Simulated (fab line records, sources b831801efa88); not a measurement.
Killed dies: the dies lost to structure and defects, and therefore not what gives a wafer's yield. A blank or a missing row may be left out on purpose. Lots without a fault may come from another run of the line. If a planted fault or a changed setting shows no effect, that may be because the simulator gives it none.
Which of the tools did it?	flow gf180mcu	39 wafers from 13 lots sampled at 2 of the route's 602 steps

## WHAT EACH GAUGE READ, for each wafer
GF_STI_THK_MEAS_24. Usual: for STI_CVD_23_THK the level is 649 nm and the standard deviation is 6.5.
lot	measured	on	STI_CVD_23_THK (nm)	flag
L766	day 2 13:20	filmMetro-01	652 650 642	
L767	day 2 18:56	filmMetro-02	638 640 652	
L768	day 3 00:18	filmMetro-03	643 642 653	
L769	day 3 05:20	filmMetro-02	647 652 646	
L771	day 3 16:42	filmMetro-02	656 645 650	
L772	day 3 21:00	filmMetro-02	649 646 643	
L773	day 4 02:20	filmMetro-01	656 650 647	
L774	day 4 08:02	filmMetro-01	662 659 652	
L775	day 4 13:28	filmMetro-03	651 651 645	
L776	day 4 17:13	filmMetro-03	659 658 649	
L779	day 5 09:20	filmMetro-03	646 659 642	
L780	day 5 14:35	filmMetro-02	638 645 649	
L784	day 6 11:11	filmMetro-03	645 638 646	

GF_DNWELL_TW_MEAS_09. Usual: for DNWELL_TW the level is 1362 and the standard deviation is 6.2.
lot	measured	on	DNWELL_TW	flag
L766	day 3 04:28	filmMetro-04	1361 1370 1364	
L767	day 3 10:37	filmMetro-02	1365 1368 1372	
L768	day 3 15:43	filmMetro-04	1360 1353 1362	
L769	day 3 20:42	filmMetro-04	1351 1355 1360	
L771	day 4 08:34	filmMetro-02	1367 1366 1364	
L772	day 4 14:13	filmMetro-03	1365 1370 1356	
L773	day 4 18:14	filmMetro-03	1363 1368 1372	
L774	day 5 00:36	filmMetro-04	1364 1360 1359	
L775	day 5 05:52	filmMetro-04	1365 1370 1371	
L776	day 5 10:11	filmMetro-02	1354 1360 1352	
L779	day 6 02:28	filmMetro-02	1359 1353 1357	
L780	day 6 08:22	filmMetro-04	1356 1357 1357	
L784	day 7 05:21	filmMetro-04	1361 1366 1370	

## WHICH TOOL RAN EACH LOT (tool, then ch and the chambers of the sampled wafers, then the start)
There is no process step in the record ahead of these readings.

## WHAT THE TOOLS THEMSELVES READ (means of the sampled wafers that have a number; where no wafer has one, the mark that the record gives instead)
The record holds no such reading with a usual standard deviation.

## THE ANSWER, worked out from the rows above alone
Rule: take the mean of a lot's wafers that have a number; if it is more than 3 standard deviations from the usual mean, the lot is off. A lot without any number at a reading at which 4 lots or more have one is off too. The other lots that the step has rows for count as sound. First the gauges in route order, then the tools' own readings, where a lot's mean is used as printed above. At the first step where some lot is off, the reading lying furthest off is the one used; lots without a number count as furthest.
Nothing can be told from this: no lot is off at any reading shown.

## WHAT WAS PUT IN BY THE SIMULATOR
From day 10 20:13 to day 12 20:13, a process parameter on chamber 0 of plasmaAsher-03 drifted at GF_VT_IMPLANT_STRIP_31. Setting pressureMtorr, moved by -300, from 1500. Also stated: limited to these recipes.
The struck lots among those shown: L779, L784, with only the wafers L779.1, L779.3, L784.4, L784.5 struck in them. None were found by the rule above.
